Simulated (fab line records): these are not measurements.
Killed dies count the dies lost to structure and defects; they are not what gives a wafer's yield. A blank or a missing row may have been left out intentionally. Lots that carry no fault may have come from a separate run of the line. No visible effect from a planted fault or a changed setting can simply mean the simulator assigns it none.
Struck lot and sound lot, side by side -- flow sky130 -- 40 out of 708 route steps
Sound: the wafers L809.1, L809.3, L809.5. Struck: wafers L810.2, L810.3, L810.6. The cause comes at the end.
Per side, at each step with rows, come the tool, then ch with its chambers, and then its first start. Under that, the readings that differ: sound wafers -- struck wafers -- difference of the means -- sigmas: that difference in standard deviations of wafers without a fault.
alike: words and numbers the same on both sides, and readings whose means are apart by under 2 such deviations; not compared: readings that were withheld, readings missing a value for some wafer, numbers with overlapping values and no deviation given by the record, and bounds like >300 which may hide the same value.
A row with sigmas, a row that says differs or no value, or rows on one side alone: a step with any of these is where the two part. Numbers that have no deviation but don't overlap get no sigmas and don't part them. A reading that every wafer of one side lacks parts them only if that side has two wafers or more.

first, 5 steps without rows for these wafers: SKY_GATE_OXIDE_COAT_05 (resist thk 1140 nm); SKY_GATE_OXIDE_SOFTBAKE_06 (time 60 s); SKY_GATE_OXIDE_EXPOSE_07 (exposes mask LVOM, target cd 600 nm); SKY_GATE_OXIDE_PEB_08; SKY_GATE_OXIDE_DEVELOP_09 (develop time 60 s).
SKY_GATE_OXIDE_OVL_MEAS_10:
  sound on overlay-01, day 15 21:01; struck on overlay-01, day 16 03:47
  alike: GATE_OXIDE_OVL
then, 2 steps without rows for these wafers: SKY_GATE_OXIDE_IMPLANT_11; SKY_GATE_OXIDE_WET_ETCH_12 (etches SiO2 in dHF, target depth 16.8 nm, time 336 s).
SKY_GATE_OXIDE_STRIP_13: strips in O2/N2.
  sound on plasma-asher-02 ch 0, day 15 21:19; struck on plasma-asher-04 ch 0,1, day 16 04:04
  alike: drypump-motor-current-A, oes-product-au, strip-time-to-endpoint-s
  not compared: rf-hours-counter-h
SKY_GATE_OXIDE_TW_MEAS_14:
  sound on film-metro-03, day 15 21:25; struck on film-metro-02, day 16 04:10
  alike: GATE_OXIDE_TW
then, 2 steps without rows for these wafers: SKY_GATE_OXIDE_CLEAN_15 (cleans in SC1/SC2, time 150 s); SKY_GATE_OXIDE_OXIDATION_16 (stabilise 600 s, purge 300 s, target thk 3.57 nm).
SKY_POLY_GATE_CVD_00: deposits poly-Si, target thk 180 nm, time 720 s.
  sound on lpcvd-01 ch 0, day 15 23:52; struck on lpcvd-01 ch 0, day 16 05:48
reading,sound,struck,difference,sigmas
model.poly-Si_of_POLY_GATE_CVD_00.thk-nm (nm),180.3 180 180.6,231.5 229.7 232.6,+51.0,
  alike: spike-tc-bottom-C, zone-power-bottom-pct
SKY_POLY_GATE_THK_MEAS_01:
  sound on film-metro-04, day 16 01:40; struck on film-metro-02, day 16 07:50
reading,sound,struck,difference,sigmas
POLY_GATE_CVD_00_THK (nm),180.5 180.2 180.6,231.4 229.8 232.6,+50.8,+46
  not compared: hold
then, 7 steps without rows for these wafers: SKY_RES_PROTECT_HMDS_01 (prime time 60 s); SKY_RES_PROTECT_COAT_02 (resist thk 1140 nm); SKY_RES_PROTECT_SOFTBAKE_03 (time 62.71 s); SKY_RES_PROTECT_EXPOSE_04 (exposes mask RPM, target cd 1270 nm); SKY_RES_PROTECT_PEB_05; SKY_RES_PROTECT_DEVELOP_06 (develop time 60 s); SKY_POLY_GATE_IMPLANT_02.
SKY_RES_PROTECT_STRIP_07: strips in O2/N2.
  sound on plasma-asher-03 ch 0,1, day 17 06:05; struck on plasma-asher-03 ch 0,1, day 17 11:49
  alike: drypump-motor-current-A, oes-product-au, strip-time-to-endpoint-s
  not compared: rf-hours-counter-h
SKY_RES_PROTECT_TW_MEAS_08:
  sound on film-metro-02, day 17 06:11; struck on film-metro-02, day 17 11:56
  alike: POLY_GATE_TW
SKY_RES_PROTECT_CLEAN_09: cleans in SC1/SC2, time 150 s.
  sound on wet-bench-04 ch 0, day 17 06:15; struck on wet-bench-01 ch 1, day 17 11:59
reading,sound,struck,difference,sigmas
model.poly-Si_of_POLY_GATE_CVD_00.thk-nm (nm),179.7 179.4 180,230.9 229.1 232,+51.0,
then, 1 step without rows for these wafers: SKY_POLY_GATE_CVD_03 (deposits Si3N4 from DCS/NH3, target thk 75 nm, time 1290 s).
SKY_POLY_GATE_THK_MEAS_04:
  sound on film-metro-04, day 17 07:40; struck on film-metro-04, day 17 13:24
  alike: POLY_GATE_CVD_03_THK
then, 8 steps without rows for these wafers: SKY_POLY_GATE_DEHYDRATE_05 (time 60 s); SKY_POLY_GATE_HMDS_06 (prime time 60 s); SKY_POLY_GATE_COAT_07 (resist thk 110 nm); SKY_POLY_GATE_COAT_08 (resist thk 450 nm); SKY_POLY_GATE_SOFTBAKE_09 (time 90 s); SKY_POLY_GATE_EXPOSE_10 (exposes mask P1M, target cd 150 nm); SKY_POLY_GATE_PEB_11; SKY_POLY_GATE_DEVELOP_12 (develop time 60 s).
SKY_POLY_GATE_CD_MEAS_13: target cd 150 nm.
  sound on cd-sem-01, day 18 12:47; struck on cd-sem-01, day 18 18:40
  alike: cd-nm
SKY_POLY_GATE_OVL_MEAS_14:
  sound on overlay-02, day 18 12:55; struck on overlay-01, day 18 18:46
  alike: POLY_GATE_OVL
SKY_POLY_GATE_ETCH_15: etches BARC in N2/H2, stops on SiO2, time 118.5 s, target depth 110 nm.
  sound on rie-diel-04 ch 0,1,2, day 18 12:57; struck on rie-diel-04 ch 2,3, day 18 18:48
  alike: bias-w, drypump-motor-current-A, oes-product-au, rf-fwd-power-W, throttle-valve-pct
  not compared: rf-hours-counter-h
SKY_POLY_GATE_ETCH_16: etches Si3N4 in CH3F/O2, stops on poly-Si, time 147.5 s, target depth 75 nm.
  sound on rie-diel-04 ch 0,1,2, day 18 13:02; struck on rie-diel-04 ch 2,3, day 18 18:53
  alike: O2_flow_sccm, bias-w, drypump-motor-current-A, oes-product-au, rf-fwd-power-W, throttle-valve-pct
  not compared: rf-hours-counter-h
SKY_POLY_GATE_ETCH_17: etches poly-Si in HBr/Cl2, stops on SiO2, target depth 180 nm, time 70.5 s.
  sound on rie-si-01 ch 1,2, day 18 13:08; struck on rie-si-01 ch 0,3, day 18 18:59
reading,sound,struck,difference,sigmas
oes-product-au (a.u.),0.992 0.991 0.989,1.001 1.004 1.006,+0.013,+2
model.etch.depth-nm (nm),179.7 179.4 180,180.7 181.7 181.2,+1.5,
model.POLY_GATE.feature-depth-nm (nm),179.7 179.4 180,180.7 181.7 181.2,+1.5,
  alike: bias-w, drypump-motor-current-A, rf-fwd-power-W, throttle-valve-pct
  not compared: rf-hours-counter-h
SKY_POLY_GATE_STRIP_18: strips in O2/N2.
  sound on plasma-asher-02 ch 0,1, day 18 13:11; struck on plasma-asher-01 ch 0,1, day 18 19:02
  alike: drypump-motor-current-A, oes-product-au, strip-time-to-endpoint-s
  not compared: rf-hours-counter-h

WHERE THEY PART
Last at SKY_POLY_GATE_ETCH_17 as far as this record goes, first at SKY_POLY_GATE_THK_MEAS_01. Later steps at which nothing parts them and some readings are alike: SKY_POLY_GATE_STRIP_18.

WHY: the cause the simulator had injected
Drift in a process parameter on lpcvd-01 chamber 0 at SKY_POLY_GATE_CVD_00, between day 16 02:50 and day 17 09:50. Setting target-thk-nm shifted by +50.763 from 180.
